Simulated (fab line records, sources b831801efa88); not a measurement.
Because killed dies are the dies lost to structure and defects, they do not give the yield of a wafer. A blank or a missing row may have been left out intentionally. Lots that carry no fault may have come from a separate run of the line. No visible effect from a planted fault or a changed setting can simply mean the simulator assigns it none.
fab line records	flow sky130
record: lots: 6	wafers: 18	last-day: 50
route steps=708 shown PWDE@52 NWELL@56 PAD_OPEN@708
lots that met no fault: from a run of the same line without faults
start-h: start of the lot's first displayed wafer, in hours after the record's first day	wait-h: how many hours have passed since the lot's step before this one	" unchanged from the row above	L1.1+2: several wafers, shown together as one row	- no value, or no start was given	* or withheld: withheld	< > ~ a bound
route shown NAME@n: a module of which the file shows steps, and the number in the route of the first	usual: mean/standard deviation taken from wafers without a fault	same: alike in all rows	chamber/n: place in a boat	sites: readings site by site	_std_site: standard deviation across them	_edge_site: inner sites' mean taken away from outer sites' mean	radius-mm: for every site, how far away it sits from the centre of the wafer	mask NAME#n: copy n	behind: the last tool/chamber to shape the wafer	hold: cause of the lot's hold/its duration in hours/its outcome	device: whichever transistor did not switch (one of n, p or np)	end of line: the same wafers' tests at the end of the route	a step without rows: its recipe alone	killed: not the wafer's yield, but the dies lost to structure and defects at the first sort	map: dies across one wafer; x = killed, . = not, _ = none there
set.NAME: the setting the step ran with; set.NAME@STEP: the setting that earlier step ran with	model.NAME: the simulator's own value behind a step, which no gauge read
lots seen at some steps along the route; tables by step, rows by wafer
services: the hour from which a tool's chamber was out of use, counted from the record's first day as start-h (under 0 if before that day), plus the number of hours and why
== steps ==
step: SKY_PWDE_OVL_MEAS_07
usual: PWDE_OVL: 1.1/1.2
lot.wafer	tool	chamber	start-h	wait-h	PWDE_OVL[nm]
L724.1	overlay-01	-	65.38	-	-0.3
L724.2	"	-	"	"	-2.7
L724.4	"	-	"	"	1.0
L728.1	overlay-02	-	105.49	-	0.6
L728.3	"	-	"	"	1.8
L728.5	"	-	"	"	1.3
L732.1	overlay-02	-	122.19	-	-0.1
L732.4	"	-	"	"	-0.2
L732.5	"	-	"	"	-0.8
L740.3	overlay-02	-	161.33	-	0.2
L740.4	"	-	"	"	0.4
L740.6	"	-	"	"	1.9
L746.3	overlay-01	-	196.95	-	-0.1
L746.5	"	-	"	"	1.1
L746.6	"	-	"	"	1.0
L747.1	overlay-02	-	198.07	-	-0.8
L747.2	"	-	"	"	-1.5
L747.3	"	-	"	"	1.7
step: SKY_PWDE_IMPLANT_08
recipe: species: B	energy-kev: 150	dose-cm2: 3.6e+12	tilt-deg: withheld
step: SKY_PWDE_STRIP_09
recipe: chemistry: O2/N2	power-w: 1400	pressure-mtorr: 1500	platen-temp-c: withheld	o2-flow-sccm: 3000	n2-flow-sccm: 300	overash-fraction: 0.5
usual: drypump-motor-current-A: 5.7/0.31	n2-flow-sccm: 299.8/0.89	oes-product-au: 0.723/0.0046	strip-time-to-endpoint-s: 36.93/0.087
lot.wafer	tool	chamber	start-h	wait-h	drypump-motor-current-A	n2-flow-sccm	oes-product-au	rf-hours-counter-h	strip-time-to-endpoint-s
L724.1	plasma-asher-04	1	65.56	0.1	5.3	298.7	0.729	39	36.89
L724.2	"	0	"	"	5.7	300.0	0.728	39	36.94
L724.4	"	1	"	"	5.3	300.3	0.715	-	36.84
L728.1	plasma-asher-04	0	105.67	0.1	5.7	299.9	0.722	43	36.82
L728.3	"	0	"	"	5.7	299.6	0.723	-	36.92
L728.5	"	0	"	"	5.7	299.1	0.726	-	36.94
L732.1	plasma-asher-04	1	122.37	0.1	5.4	299.8	0.729	0	36.93
L732.4	"	0	"	"	5.7	299.4	0.714	-	36.90
L732.5	"	0	"	"	5.7	299.4	0.717	-	36.89
L740.3	plasma-asher-04	0	161.54	0.1	5.7	299.0	0.723	-	37.00
L740.4	"	1	"	"	5.3	299.3	0.721	-	36.78
L740.6	"	1	"	"	5.3	299.5	0.729	-	36.93
L746.3	plasma-asher-01	0	197.15	0.1	6.3	301.3	0.725	-	36.91
L746.5	"	1	"	"	5.8	300.1	0.715	-	36.87
L746.6	"	0	"	"	6.3	301.0	0.724	-	36.97
L747.1	plasma-asher-03	0	198.26	0.1	5.5	300.8	0.722	50	36.99
L747.2	"	1	"	"	5.8	298.9	0.727	50	36.95
L747.3	"	0	"	"	5.4	301.2	0.721	-	36.97
step: SKY_PWDE_TW_MEAS_10
usual: PWDE_TW: 373.0/2.1
lot.wafer	tool	chamber	start-h	wait-h	PWDE_TW
L724.1	film-metro-01	-	65.66	0.1	377.4
L724.2	"	-	"	"	376.2
L724.4	"	-	"	"	374.9
L728.1	film-metro-02	-	105.77	0.1	370.8
L728.3	"	-	"	"	371.5
L728.5	"	-	"	"	372.7
L732.1	film-metro-02	-	122.47	0.1	370.5
L732.4	"	-	"	"	371.8
L732.5	"	-	"	"	372.3
L740.3	film-metro-01	-	161.63	0.1	375.0
L740.4	"	-	"	"	374.5
L740.6	"	-	"	"	375.1
L746.3	film-metro-02	-	197.24	0.1	373.2
L746.5	"	-	"	"	373.0
L746.6	"	-	"	"	373.9
L747.1	film-metro-02	-	198.36	0.1	370.7
L747.2	"	-	"	"	371.4
L747.3	"	-	"	"	370.4
step: SKY_NWELL_DEHYDRATE_03
recipe: temp-c: 200	time-s: 60
step: SKY_NWELL_HMDS_04
recipe: prime-time-s: 60	prime-temp-c: 120
step: SKY_NWELL_COAT_05
recipe: spin-rpm: 2000	resist-thk-nm: 3000
step: SKY_NWELL_SOFTBAKE_06
recipe: temp-c: 110	time-s: withheld
step: SKY_NWELL_EXPOSE_07
recipe: mask-id: NWM	na: 0.6	source-shape: conventional	sigma-outer: 0.6	polarization: unpolarized	target-cd-nm: 840	dose-mj: 255
step: SKY_NWELL_PEB_08
recipe: temp-c: 115	time-s: withheld
step: SKY_NWELL_DEVELOP_09
recipe: wall-angle-deg: 90	developer: TMAH	develop-time-s: 60	dev-temp-c: 23
step: SKY_NWELL_OVL_MEAS_10
usual: NWELL_00_OVL: 0.0/1.5
lot.wafer	tool	chamber	start-h	wait-h	NWELL_00_OVL[nm]
L724.1	overlay-01	-	81.84	-	-2.3
L724.2	"	-	"	"	-0.7
L724.4	"	-	"	"	0.0
L728.1	overlay-01	-	124.84	-	-2.5
L728.3	"	-	"	"	-2.6
L728.5	"	-	"	"	-0.1
L732.1	overlay-01	-	142.19	-	-1.3
L732.4	"	-	"	"	-0.8
L732.5	"	-	"	"	-0.3
L740.3	overlay-01	-	180.83	-	0.1
L740.4	"	-	"	"	-1.6
L740.6	"	-	"	"	0.0
L746.3	overlay-01	-	219.73	-	0.5
L746.5	"	-	"	"	2.3
L746.6	"	-	"	"	-0.2
L747.1	overlay-01	-	221.33	-	1.9
L747.2	"	-	"	"	-0.1
L747.3	"	-	"	"	0.7
step: SKY_NWELL_IMPLANT_11
recipe: species: P	energy-kev: 400	dose-cm2: 1.9e+13	tilt-deg: withheld
usual: dose-ions-cm2: 1.9e+13/2.1e+10
same: implant-ion-amu: 31
lot.wafer	tool	chamber	start-h	wait-h	dose-ions-cm2
L724.1	implanter-04	0	81.87	0.0	1.899e+13
L724.2	"	0	"	"	1.8984e+13
L724.4	"	0	"	"	1.8992e+13
L728.1	implanter-04	0	124.87	0.0	1.9027e+13
L728.3	"	0	"	"	1.8978e+13
L728.5	"	0	"	"	1.8966e+13
L732.1	implanter-03	0	142.22	0.0	1.8998e+13
L732.4	"	0	"	"	1.9028e+13
L732.5	"	0	"	"	1.9007e+13
L740.3	implanter-02	0	180.91	0.1	1.8997e+13
L740.4	"	0	"	"	1.8978e+13
L740.6	"	0	"	"	1.8988e+13
L746.3	implanter-02	0	219.81	0.1	1.9364e+13
L746.5	"	0	"	"	1.9361e+13
L746.6	"	0	"	"	1.9387e+13
L747.1	implanter-02	0	221.37	0.0	1.9358e+13
L747.2	"	0	"	"	1.937e+13
L747.3	"	0	"	"	1.9363e+13
step: SKY_NWELL_IMPLANT_12
recipe: species: P	energy-kev: 120	dose-cm2: 1.3e+12	tilt-deg: withheld
step: SKY_NWELL_IMPLANT_13
recipe: species: P	energy-kev: 50	dose-cm2: 7e+11	tilt-deg: withheld
step: SKY_NWELL_STRIP_14
recipe: chemistry: O2/N2	power-w: 1400	pressure-mtorr: 1500	platen-temp-c: withheld	o2-flow-sccm: 3000	n2-flow-sccm: 300	overash-fraction: 0.5
usual: drypump-motor-current-A: 5.88/0.27	n2-flow-sccm: 299.9/0.92	oes-product-au: 0.723/0.0048	strip-time-to-endpoint-s: 36.90/0.11
lot.wafer	tool	chamber	start-h	wait-h	drypump-motor-current-A	n2-flow-sccm	oes-product-au	rf-hours-counter-h	strip-time-to-endpoint-s
L724.1	plasma-asher-03	0	82.32	0.1	5.44	298.2	0.715	39	37.06
L724.2	"	1	"	"	5.83	298.7	0.723	39	36.95
L724.4	"	1	"	"	5.81	298.5	0.714	-	37.07
L728.1	plasma-asher-02	0	125.32	0.1	5.91	299.6	0.724	40	36.88
L728.3	"	0	"	"	5.90	299.9	0.716	-	36.86
L728.5	"	1	"	"	5.72	299.7	0.726	-	36.98
L732.1	plasma-asher-02	1	142.67	0.1	5.74	300.3	0.726	42	36.87
L732.4	"	0	"	"	5.90	300.5	0.719	-	36.92
L732.5	"	0	"	"	5.90	299.5	0.726	-	36.85
L740.3	plasma-asher-01	0	181.34	0.1	6.30	299.4	0.726	-	37.06
L740.4	"	1	"	"	5.80	299.8	0.719	-	37.04
L740.6	"	1	"	"	5.79	299.7	0.724	-	36.90
L746.3	plasma-asher-03	1	220.24	0.1	5.84	300.0	0.729	-	36.91
L746.5	"	1	"	"	5.86	300.2	0.721	-	37.01
L746.6	"	0	"	"	5.39	300.2	0.719	-	37.01
L747.1	plasma-asher-03	1	221.82	0.1	5.84	299.3	0.724	52	36.79
L747.2	"	0	"	"	5.39	300.8	0.711	52	36.82
L747.3	"	1	"	"	5.82	299.0	0.729	-	36.90
step: SKY_NWELL_TW_MEAS_15
usual: NWELL_TW: 1815/9
lot.wafer	tool	chamber	start-h	wait-h	NWELL_TW
L724.1	film-metro-01	-	82.42	0.1	1823
L724.2	"	-	"	"	1818
L724.4	"	-	"	"	1814
L728.1	film-metro-02	-	125.42	0.1	1809
L728.3	"	-	"	"	1814
L728.5	"	-	"	"	1817
L732.1	film-metro-01	-	142.77	0.1	1819
L732.4	"	-	"	"	1834
L732.5	"	-	"	"	1817
L740.3	film-metro-02	-	181.43	0.1	1818
L740.4	"	-	"	"	1818
L740.6	"	-	"	"	1826
L746.3	film-metro-02	-	220.33	0.1	1816
L746.5	"	-	"	"	1818
L746.6	"	-	"	"	1819
L747.1	film-metro-02	-	221.92	0.1	1808
L747.2	"	-	"	"	1810
L747.3	"	-	"	"	1815
step: SKY_NWELL_DEHYDRATE_16
recipe: temp-c: 200	time-s: 60
step: SKY_NWELL_HMDS_17
recipe: prime-time-s: 60	prime-temp-c: 120
step: SKY_NWELL_COAT_18
recipe: spin-rpm: 2000	resist-thk-nm: 3000
step: SKY_NWELL_SOFTBAKE_19
recipe: temp-c: 110	time-s: withheld
step: SKY_NWELL_EXPOSE_20
recipe: mask-id: NWM_COMPLEMENT	na: 0.6	source-shape: conventional	sigma-outer: 0.6	polarization: unpolarized	target-cd-nm: 840	dose-mj: 260
step: SKY_NWELL_PEB_21
recipe: temp-c: 115	time-s: withheld
step: SKY_NWELL_DEVELOP_22
recipe: wall-angle-deg: 90	developer: TMAH	develop-time-s: 60	dev-temp-c: 23
step: SKY_NWELL_OVL_MEAS_23
usual: NWELL_01_OVL: 0.1/1.1
lot.wafer	tool	chamber	start-h	wait-h	NWELL_01_OVL[nm]
L724.1	overlay-02	-	99.77	-	-0.4
L724.2	"	-	"	"	1.2
L724.4	"	-	"	"	-0.1
L728.1	overlay-02	-	145.19	-	2.8
L728.3	"	-	"	"	3.4
L728.5	"	-	"	"	1.4
L732.1	overlay-01	-	162.28	-	0.3
L732.4	"	-	"	"	-0.7
L732.5	"	-	"	"	-0.7
L740.3	overlay-01	-	204.40	-	1.3
L740.4	"	-	"	"	0.7
L740.6	"	-	"	"	0.6
L746.3	overlay-02	-	243.83	-	0.9
L746.5	"	-	"	"	1.1
L746.6	"	-	"	"	1.1
L747.1	overlay-01	-	245.14	-	0.2
L747.2	"	-	"	"	-0.8
L747.3	"	-	"	"	-0.1
step: SKY_NWELL_IMPLANT_24
recipe: species: B	energy-kev: 140	dose-cm2: 9.2e+12	tilt-deg: withheld
step: SKY_NWELL_STRIP_25
recipe: chemistry: O2/N2	power-w: 1400	pressure-mtorr: 1500	platen-temp-c: withheld	o2-flow-sccm: 3000	n2-flow-sccm: 300	overash-fraction: 0.5
usual: drypump-motor-current-A: 5.86/0.25	n2-flow-sccm: 300.1/0.8	oes-product-au: 0.723/0.0042	strip-time-to-endpoint-s: 36.90/0.093
lot.wafer	tool	chamber	start-h	wait-h	drypump-motor-current-A	n2-flow-sccm	oes-product-au	rf-hours-counter-h	strip-time-to-endpoint-s
L724.1	plasma-asher-01	0	99.96	0.1	6.32	299.3	0.719	29	36.95
L724.2	"	1	"	"	5.81	300.4	0.723	29	37.05
L724.4	"	1	"	"	5.81	301.6	0.719	-	36.92
L728.1	plasma-asher-03	0	145.37	0.1	5.37	301.0	0.721	45	36.82
L728.3	"	0	"	"	5.39	300.6	0.719	-	36.79
L728.5	"	1	"	"	5.82	298.9	0.720	-	36.80
L732.1	plasma-asher-01	0	162.47	0.1	6.32	299.4	0.724	35	36.83
L732.4	"	1	"	"	5.80	301.2	0.727	-	36.81
L732.5	"	1	"	"	5.79	301.4	0.728	-	36.91
L740.3	plasma-asher-01	1	204.60	0.1	5.80	298.3	0.728	-	37.01
L740.4	"	0	"	"	6.30	299.9	0.724	-	37.05
L740.6	"	1	"	"	5.78	298.6	0.715	-	36.97
L746.3	plasma-asher-03	0	244.04	0.1	5.39	299.5	0.722	-	36.88
L746.5	"	1	"	"	5.84	300.4	0.720	-	36.90
L746.6	"	0	"	"	5.39	299.7	0.717	-	36.84
L747.1	plasma-asher-02	1	245.32	0.1	5.74	300.0	0.728	52	37.02
L747.2	"	0	"	"	5.88	301.4	0.725	52	37.03
L747.3	"	1	"	"	5.76	300.8	0.724	-	36.88
step: SKY_NWELL_TW_MEAS_26
usual: NWELL_2_TW: 495.2/2.9
lot.wafer	tool	chamber	start-h	wait-h	NWELL_2_TW
L724.1	film-metro-03	-	100.06	0.1	491.8
L724.2	"	-	"	"	492.7
L724.4	"	-	"	"	492.0
L728.1	film-metro-03	-	145.47	0.1	496.5
L728.3	"	-	"	"	496.4
L728.5	"	-	"	"	495.0
L732.1	film-metro-03	-	162.57	0.1	491.2
L732.4	"	-	"	"	493.7
L732.5	"	-	"	"	490.5
L740.3	film-metro-01	-	204.69	0.1	499.0
L740.4	"	-	"	"	496.1
L740.6	"	-	"	"	497.3
L746.3	film-metro-03	-	244.13	0.1	492.3
L746.5	"	-	"	"	492.5
L746.6	"	-	"	"	492.8
L747.1	film-metro-02	-	245.42	0.1	492.0
L747.2	"	-	"	"	491.2
L747.3	"	-	"	"	490.9
step: SKY_NWELL_CLEAN_27
recipe: chemistry: SC1/SC2	mix: 1:4:20	temp-c: 70	time-s: 150	dry: n2-spin
step: SKY_NWELL_RTA_28
recipe: temp-c: 1050	time-s: 30	idle-temp-c: 650	ramp-up-c-per-s: 150	ramp-down-c-per-s: 90	ambient: N2
usual: anneal-temp-c-max: 1055.1/1.6	lamp-power-pct: 25.30/0.053	ramp-up-c-per-s: 150.00/0.027	wafer_temp_C_max: 1054.9/0.95
lot.wafer	tool	chamber	start-h	wait-h	anneal-temp-c-max	lamp-power-pct	ramp-up-c-per-s	wafer_temp_C_max
L724.1	rtp-anneal-01	0	100.17	0.0	1054.1	25.26	149.98	1053.8
L724.2	"	0	"	"	1055.7	25.23	150.03	1053.6
L724.4	"	0	"	"	1053.1	25.28	149.99	1053.3
L728.1	rtp-anneal-01	0	145.58	0.0	1055.5	25.35	149.99	1053.3
L728.3	"	0	"	"	1054.1	25.32	150.00	1054.2
L728.5	"	0	"	"	1054.6	25.28	150.06	1055.6
L732.1	rtp-anneal-01	0	162.68	0.0	1054.5	25.31	149.98	1055.6
L732.4	"	0	"	"	1053.9	25.28	149.98	1055.4
L732.5	"	0	"	"	1053.1	25.29	149.97	1053.9
L740.3	rtp-anneal-01	0	204.82	0.0	1056.9	25.21	149.98	1055.1
L740.4	"	0	"	"	1052.8	25.36	149.95	1054.7
L740.6	"	0	"	"	1053.3	25.29	150.04	1054.9
L746.3	rtp-anneal-01	0	244.25	0.0	1053.5	25.30	149.97	1056.1
L746.5	"	0	"	"	1052.9	25.21	149.99	1055.6
L746.6	"	0	"	"	1053.6	25.41	150.02	1055.4
L747.1	rtp-anneal-02	0	245.53	0.0	1056.0	25.36	149.98	1055.3
L747.2	"	0	"	"	1056.1	25.36	149.99	1054.1
L747.3	"	0	"	"	1055.7	25.31	150.02	1056.4
step: SKY_NWELL_RS_MEAS_29
recipe: thk-meas-gauge: four-point-probe
usual: NWELL_RS: 624.7/1.5
lot.wafer	tool	chamber	start-h	wait-h	NWELL_RS[ohm/sq]
L724.1	film-metro-03	-	100.27	0.1	626.6
L724.2	"	-	"	"	626.0
L724.4	"	-	"	"	624.9
L728.1	film-metro-01	-	145.68	0.1	623.4
L728.3	"	-	"	"	625.6
L728.5	"	-	"	"	623.5
L732.1	film-metro-02	-	162.78	0.1	622.3
L732.4	"	-	"	"	624.6
L732.5	"	-	"	"	623.4
L740.3	film-metro-03	-	204.93	0.1	625.8
L740.4	"	-	"	"	625.1
L740.6	"	-	"	"	625.2
L746.3	film-metro-01	-	244.36	0.1	616.6
L746.5	"	-	"	"	616.0
L746.6	"	-	"	"	615.8
L747.1	film-metro-01	-	245.63	0.1	617.2
L747.2	"	-	"	"	619.0
L747.3	"	-	"	"	617.0
step: SKY_PAD_OPEN_PROBE_99
usual: killed_at_M0_to_M3: 42/6.2	killed_at_M4_up: 3.0/1.8	killed-at-contacts: 25/5.9	killed-at-front-end: 15/4.5	killed-at-other: 0.2/0.45	killed-dies: 85/9.9	killed-open: 47/6.7	killed-short: 39/6.4
same: gross-dies: 492	killed-at-back-side: 0
lot.wafer	tool	chamber	start-h	wait-h	killed_at_M0_to_M3	killed_at_M4_up	killed-at-contacts	killed-at-front-end	killed-at-other	killed-dies	killed-open	killed-short
L724.1	prober-01	-	1085.99	0.1	51	7	30	4	0	92	48	44
L724.2	prober-01	-	1086.04	0.1	39	0	44	6	0	89	49	40
L724.4	prober-01	-	1086.14	0.2	37	5	22	11	1	76	42	34
L728.1	prober-01	-	1131.09	0.1	51	7	28	15	0	101	59	42
L728.3	prober-01	-	1131.19	0.2	33	6	23	20	0	82	51	31
L728.5	prober-01	-	1131.29	0.2	36	2	29	22	0	89	51	38
L746.3	prober-02	-	1203.80	0.2	46	2	31	12	1	92	61	31
L746.5	prober-02	-	1203.90	0.2	47	1	17	11	0	76	44	32
L746.6	prober-02	-	1203.95	0.2	43	2	20	15	1	81	47	34
killed by level:class
L724.1 VIA1:geometric-particle:open=18 CONTACT:geometric-particle:open=11 LOCAL_INTERCONNECT:geometric-particle:short=8 METAL1:geometric-particle:short=7 VIA1:geometric-particle:short=6 LI_CONTACT:geometric-particle:open=5 METAL2:geometric-particle:short=5 METAL4:geometric-particle:short=4
L724.2 CONTACT:geometric-particle:open=19 LOCAL_INTERCONNECT:geometric-particle:short=9 VIA3:geometric-particle:open=8 VIA1:geometric-particle:open=7 LI_CONTACT:geometric-particle:short=6 METAL1:geometric-particle:short=6 LI_CONTACT:geometric-particle:open=5 CONTACT:geometric-particle:short=4
L724.4 VIA1:geometric-particle:open=14 CONTACT:geometric-particle:open=10 VIA2:geometric-particle:open=6 METAL1:geometric-particle:short=5 POLY_GATE:geometric-particle:short=5 LOCAL_INTERCONNECT:geometric-particle:short=5 VIA1:geometric-particle:short=4 METAL4:geometric-particle:short=4
L728.1 VIA1:geometric-particle:open=10 CONTACT:geometric-particle:open=9 VIA2:geometric-particle:open=8 LI_CONTACT:geometric-particle:open=7 METAL2:geometric-particle:short=7 LI_CONTACT:geometric-particle:short=5 VIA1:geometric-particle:short=5 VIA3:geometric-particle:open=5
L728.3 CONTACT:geometric-particle:open=10 VIA1:geometric-particle:open=9 FIELD_ISO:geometric-particle:open=8 VIA2:geometric-particle:open=7 FIELD_ISO:geometric-particle:short=6 LI_CONTACT:geometric-particle:open=6 METAL4:geometric-particle:short=6 POLY_GATE:geometric-particle:open=4
L728.5 LI_CONTACT:geometric-particle:open=8 VIA1:geometric-particle:open=8 VIA2:geometric-particle:open=8 CONTACT:geometric-particle:open=7 CONTACT:geometric-particle:short=7 FIELD_ISO:geometric-particle:short=5 METAL1:geometric-particle:short=5 VIA3:geometric-particle:open=5
L746.3 LI_CONTACT:geometric-particle:open=11 VIA1:geometric-particle:open=11 VIA2:geometric-particle:open=9 CONTACT:geometric-particle:open=8 METAL2:geometric-particle:short=7 LOCAL_INTERCONNECT:geometric-particle:open=6 METAL1:geometric-particle:short=5 VIA2:geometric-particle:short=4
L746.5 VIA1:geometric-particle:open=14 LI_CONTACT:geometric-particle:open=7 METAL1:geometric-particle:short=6 VIA1:geometric-particle:short=6 VIA2:geometric-particle:open=6 METAL2:geometric-particle:short=6 LI_CONTACT:geometric-particle:short=4 POLY_GATE:geometric-particle:open=3
L746.6 VIA1:geometric-particle:open=10 VIA2:geometric-particle:open=8 CONTACT:geometric-particle:open=6 FIELD_ISO:geometric-particle:open=5 VIA3:geometric-particle:open=5 LOCAL_INTERCONNECT:geometric-particle:short=4 CONTACT:geometric-particle:short=4 VIA2:geometric-particle:short=4
== services ==
tool	chamber	start-h	hours	kind
implanter-02	-	65.29	3.6	repair
plasma-asher-02	-	67.79	2.8	pm
implanter-02	-	68.85	4.1	pm
plasma-asher-02	-	70.54	14.6	pm
plasma-asher-04	-	108.75	9.0	pm
plasma-asher-04	0	108.75	9.0	vent-cycle
plasma-asher-04	1	108.75	9.0	vent-cycle
plasma-asher-04	0	117.75	-	clean
plasma-asher-04	1	117.75	-	clean
implanter-04	-	152.47	85.9	pm
plasma-asher-04	-	184.22	1.3	repair
implanter-03	-	201.83	1.1	repair
plasma-asher-04	-	207.64	2.8	pm
plasma-asher-03	-	214.92	2.8	pm
plasma-asher-01	-	236.45	2.8	pm
implanter-04	-	238.38	3.9	pm
plasma-asher-03	-	244.61	1.2	repair
== key ==
first-sign: step: SKY_NWELL_IMPLANT_11	reading: dose-ions-cm2	direction: up	sigmas: 18	usual: *	struck: *
effect: step: SKY_NWELL_RS_MEAS_29	reading: NWELL_RS	direction: down	sigmas: 5.1	usual: 624.7	struck: 616.9
met-at SKY_NWELL_IMPLANT_11
struck-wafers L746.3,L746.5,L746.6,L747.1,L747.2,L747.3
rows-end L747.3
tester-left-out L746,L747
onset-between 180.91 219.81
fault: kind: process-parameter-drift	tool: implanter-02	chamber: -	onset-h: 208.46	steps: SKY_NWELL_IMPLANT_11	channel: dose-cm2	offset: *	shape: step	end-h: 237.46	acts-in: *	stated: *
tester-left-out: of these lots the tester's yield and bins aren't shown, on N5 and GAA mostly nor the transistor test; their killed dies are dies lost to structure and defects alone, not to doping, threshold or leakage, so they don't give the yield
rows-end: these wafers met a further fault down the route, and their rows from its step on are left out
